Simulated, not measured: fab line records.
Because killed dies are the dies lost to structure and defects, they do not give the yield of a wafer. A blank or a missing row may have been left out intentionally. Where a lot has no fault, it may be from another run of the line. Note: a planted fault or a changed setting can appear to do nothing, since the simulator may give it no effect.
Which tool is to blame?	flow gf180mcu	11 lots, 33 wafers sampled, at 3 steps of a route of 602

## WHAT THE GAUGES SHOWED, per wafer
GF_V5_CD_MEAS_14 targets a cd of 260 nm.
lot	measured	on	cdNm (nm)
L263	day 27 02:52	cdSem-02	258.9 260.1 258.9
L264	day 27 09:56	cdSem-01	257.6 257.2 259.1
L265	day 27 22:16	cdSem-02	261.1 260.2 261.3
L266	day 28 01:12	cdSem-01	261.2 262.5 263.4
L267	day 28 11:28	cdSem-01	261.8 261.0 260.4
L268	day 28 21:02	cdSem-02	260.4 259.9 259.3
L269	day 28 23:50	cdSem-02	260.3 260.5 261.0
L277	day 31 16:20	cdSem-02	258.5 260.0 259.7
L278	day 31 11:05	cdSem-02	261.7 260.0 259.1
L279	day 31 20:47	cdSem-01	262.9 261.5 261.2
L285	day 33 11:17	cdSem-02	261.1 260.7 259.7

## TOOL THAT RAN EACH LOT (tool first, then ch and the chambers of the sampled wafers, then the start)
lot	GF_DUAL_GATE_OXIDATION_02	GF_MIM_SPUTTER_04
L263	furnace-02 ch 0, day 7 14:22	pvdSputter-04, day 24 10:02
L264	furnace-01 ch 0, day 7 22:31	pvdSputter-04, day 24 17:10
L265	furnace-02 ch 0, day 8 05:02	pvdSputter-04, day 25 05:14
L266	furnace-01 ch 0, day 8 07:09	pvdSputter-04, day 25 09:20
L267	furnace-02 ch 0, day 8 19:19	pvdSputter-02, day 25 20:46
L268	furnace-02 ch 0, day 8 23:31	pvdSputter-03, day 26 07:13
L269	furnace-02 ch 0, day 9 05:02	pvdSputter-03, day 26 10:59
L277	furnace-01 ch 0, day 11 16:52	pvdSputter-03, day 29 08:07
L278	furnace-01 ch 0, day 11 18:19	pvdSputter-03, day 29 02:40
L279	furnace-02 ch 0, day 12 01:23	pvdSputter-04, day 29 13:01
L285	furnace-02 ch 0, day 14 01:13	pvdSputter-04, day 31 08:26
- GF_DUAL_GATE_OXIDATION_02: stabilise 600 s, purge 300 s, target thk 10.887 nm.
- GF_MIM_SPUTTER_04: material TiN, target thk 50 nm, time 41.7 s.

## WHAT THE TOOLS THEMSELVES READ (means of the sampled wafers that have a number; where no wafer has one, the mark that the record gives instead)
GF_DUAL_GATE_OXIDATION_02.
lot	tool	tube_center_temp_C_max	zonePowerBottomPct (%)	zonePowerUpperPct (%)
L263	furnace-02	902.6	29.5	19.6
L264	furnace-01	902.4	27.4	21.5
L265	furnace-02	902.2	29.8	19.8
L266	furnace-01	902.4	28.0	21.7
L267	furnace-02	902.2	29.6	19.8
L268	furnace-02	902.4	29.6	19.5
L269	furnace-02	902.4	29.7	19.6
L277	furnace-01	902.4	27.8	21.5
L278	furnace-01	902.2	27.4	21.4
L279	furnace-02	902.5	29.5	19.8
L285	furnace-02	902.3	29.7	19.6

GF_MIM_SPUTTER_04.
lot	tool	throttleValvePct (%)
L263	pvdSputter-04	30.5
L264	pvdSputter-04	30.2
L265	pvdSputter-04	30.2
L266	pvdSputter-04	30.1
L267	pvdSputter-02	29.5
L268	pvdSputter-03	29.8
L269	pvdSputter-03	29.8
L277	pvdSputter-03	29.5
L278	pvdSputter-03	30.0
L279	pvdSputter-04	29.9
L285	pvdSputter-04	30.3

## THE ANSWER, worked out from the rows above alone
Rule: usual is defined by the lots themselves. Put in order of their means at a reading, lots are off if they are a third of the lots or fewer, leave a main group of 4 or more, and stand apart from it by a gap of 3 or more times the standard deviation of the main group's means; of several such gaps the widest counts. If all means in a main group match to the digits the tables above print for the reading, that group is not used. Also off: a lot with no number at a reading for which 4 or more lots have one. Where the step has rows for the other lots, those lots are counted as sound. Order of review: gauges by route order, followed by the tools' own readings, for which a lot's mean as printed above is used. At the first step where some lot is off, the reading lying furthest off is the one used; lots without a number count as furthest.
None of the lots is off at any reading shown; this tells nothing.

## WHAT THE SIMULATOR HAD PUT IN
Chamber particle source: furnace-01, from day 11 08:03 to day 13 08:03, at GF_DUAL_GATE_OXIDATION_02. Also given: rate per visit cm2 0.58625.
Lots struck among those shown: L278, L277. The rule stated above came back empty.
